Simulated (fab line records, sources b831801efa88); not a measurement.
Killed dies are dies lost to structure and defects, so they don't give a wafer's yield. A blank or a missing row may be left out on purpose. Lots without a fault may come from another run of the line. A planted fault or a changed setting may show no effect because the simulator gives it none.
One fault seen from 2 desks | flow sky130 | each desk has only its own numbers; what lay behind them comes last

THE METROLOGY DESK
What the gauges read, lot by lot, whatever tool the lot ran on: means of the sampled wafers that have a number. A lot is out of limits, marked OUT, if its mean lies more than 4 standard deviations from the usual mean; the brackets give that distance.
Columns: A = LDD_LDN_TW at SKY_LDD_LDN_TW_MEAS_13, usual 1472; B = SPACER_CVD_00_THK at SKY_SPACER_THK_MEAS_01, usual 43.2 nm; C = cd_nm at SKY_POLY_CUT_CD_MEAS_08, usual 270.3 nm; D = POLY_CUT_OVL at SKY_POLY_CUT_OVL_MEAS_09, usual 1 nm
lot  | first seen here | A    | B    | C     | D
L682 | day 23 22:25    | 1468 | 43.3 | 271.3 | 1
L683 | day 24 04:14    | 1479 | 43.2 | 268.9 | -3
L687 | day 25 17:59    | 1473 | 42.5 | 270.3 | 9
L688 | day 26 12:52    | 1467 | 42.4 | 267.2 | -3
L689 | day 26 21:32    | 1465 | 43.1 | 268.4 | 4
L696 | day 29 06:16    | 1464 | 43.3 | 269.8 | -5
This desk's finding: nothing out of limits on any of the 6 lots.

THE TOOL OWNER'S DESK: krf_scanner-01
The tool's own readings at SKY_POLY_CUT_EXPOSE_05 (exposes mask NPCM, target cd 270 nm): means of the sampled wafers that have a number, for each lot that ran on this tool. A lot is out of limits, marked OUT, if its mean lies more than 4 standard deviations from the usual mean; the brackets give that distance.
Columns: A = reticle_temp_C at SKY_POLY_CUT_EXPOSE_05, usual 22.98 C
lot  | first seen here | A
L682 | day 24 14:20    | 22.94
L683 | day 24 22:19    | 22.85
L687 | day 26 10:41    | 22.99
L688 | day 27 04:17    | 22.94
L689 | day 27 14:04    | 23.01
This desk's finding: nothing out of limits on any of the 5 lots.

PUT TOGETHER
The metrology desk saw nothing out of limits.
The tool owner's desk saw nothing out of limits.

WHAT THE SIMULATOR HAD PUT IN
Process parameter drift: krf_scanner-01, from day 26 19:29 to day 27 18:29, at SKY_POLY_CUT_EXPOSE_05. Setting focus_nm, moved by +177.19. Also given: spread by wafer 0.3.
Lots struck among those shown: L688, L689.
